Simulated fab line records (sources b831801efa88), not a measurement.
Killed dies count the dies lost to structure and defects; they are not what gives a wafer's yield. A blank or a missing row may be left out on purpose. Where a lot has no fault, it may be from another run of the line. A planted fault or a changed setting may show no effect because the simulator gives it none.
A lot that was struck, set against a sound lot    flow sky130    15 steps out of a route of 708
Sound: wafers L569.2, L569.5, L569.6. Wafers struck: L581.2, L581.3, L581.5. The cause is named last.
Per side, at each step with rows, come the tool, then ch with its chambers, and then its first start. Under that, the readings that differ: sound wafers    struck wafers    difference of the means    sigmas: that difference in standard deviations of wafers without a fault.
alike: a reading whose means differ by less than 2 such deviations, as well as words and numbers matching on both sides. not compared: withheld readings; readings where some wafer has no value; bounds like >300 that might hide an equal value; numbers whose values overlap and for which the record gives no deviation.
The two part at a step that has a row with sigmas, a row that says differs or no value, or rows on one side only. Non-overlapping numbers with no deviation appear without sigmas and do not part them. A reading missing from all wafers of one side parts the sides only when that side holds two or more wafers.

first, 4 steps without rows for these wafers: SKY_VIA3_STRIP_16 (strips in O2/N2); SKY_VIA3_STRIP_17 (strips in post etch residue remover, time 1200 s); SKY_VIA3_CLEAN_18 (cleans in IPA, time 180 s); SKY_VIA3_CLEAN_19 (cleans in O3/DIW).
SKY_VIA3_SPUTTER_20: material TiN, target thk 20 nm, time 80 s.
  sound on pvd_sputter-02 at day 40 19:14; struck on pvd_sputter-02 at day 44 07:12
  alike: chamber_pressure_pa, throttle_valve_pct
then, 1 step without rows for these wafers: SKY_VIA3_CVD_21 (deposits W, target thk 390 nm, time 117.31 s).
SKY_VIA3_RS_MEAS_22: the measuring method here is four-point-probe.
  sound on film_metro-03 at day 40 19:26; struck on film_metro-04 at day 44 07:25
  alike: VIA3_W_RS
SKY_VIA3_THK_MEAS_23: measures by xrf.
  sound on film_metro-03 at day 40 19:33; struck on film_metro-04 at day 44 07:31
  alike: VIA3_W_THK
SKY_VIA3_CMP_24: polishes, stops on SiO2, t overpolish 20 s, target thk 0 nm.
  sound on cmp-02 ch 0,3, day 40 19:39; struck on cmp-02 ch 0,1,3, day 44 10:49
  alike: edge_zone_pressure_frac, head_pressure_psi, motor_current_A, overpolish_run_s, time_to_endpoint_s
SKY_METAL4_SPUTTER_00: material Ti, target thk 15 nm, time 10 s.
  sound on pvd_sputter-03 at day 40 19:54; struck on pvd_sputter-02 at day 44 11:04
  alike: chamber_pressure_pa, throttle_valve_pct
SKY_METAL4_SPUTTER_01: material TiN, target thk 20 nm, time 16.7 s.
  sound on pvd_sputter-03 at day 40 19:55; struck on pvd_sputter-02 at day 44 11:05
  alike: chamber_pressure_pa, throttle_valve_pct
SKY_METAL4_SPUTTER_02: material AlCu, target thk 735 nm, time 39.1 s.
  sound on pvd_sputter-03 at day 40 19:57; struck on pvd_sputter-02 at day 44 11:07
  alike: chamber_pressure_pa, throttle_valve_pct
SKY_METAL4_SPUTTER_03: material Ti, target thk 5 nm, time 3.3 s.
  sound on pvd_sputter-03 at day 40 19:59; struck on pvd_sputter-02 at day 44 11:09
reading                                    sound                 struck                difference  sigmas
chamber_pressure_pa (Pa)                   0.3993 0.4001 0.3999  0.2877 0.2884 0.2861  -0.1124     -99 or more
throttle_valve_pct (%)                     29.1 29.1 29.1        36.2 35.6 36.3        +6.9        +7
model.Ti_of_METAL4_SPUTTER_03.thk_nm (nm)  4.851 4.859 5.097     5.136 5.16 5.183      +0.224      
then, 2 steps without rows for these wafers: SKY_METAL4_SPUTTER_04 (material TiN, target thk 70 nm, time 58.3 s); SKY_PAD_OPEN_PROBE_99.

== WHERE THEY PART ==
Within this record, at SKY_METAL4_SPUTTER_03 only.

WHY: the cause the simulator had injected
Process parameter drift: pvd_sputter-02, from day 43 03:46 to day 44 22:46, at SKY_METAL4_SPUTTER_03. A move of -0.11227 in setting chamber_pressure_pa, from 0.4. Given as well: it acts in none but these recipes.
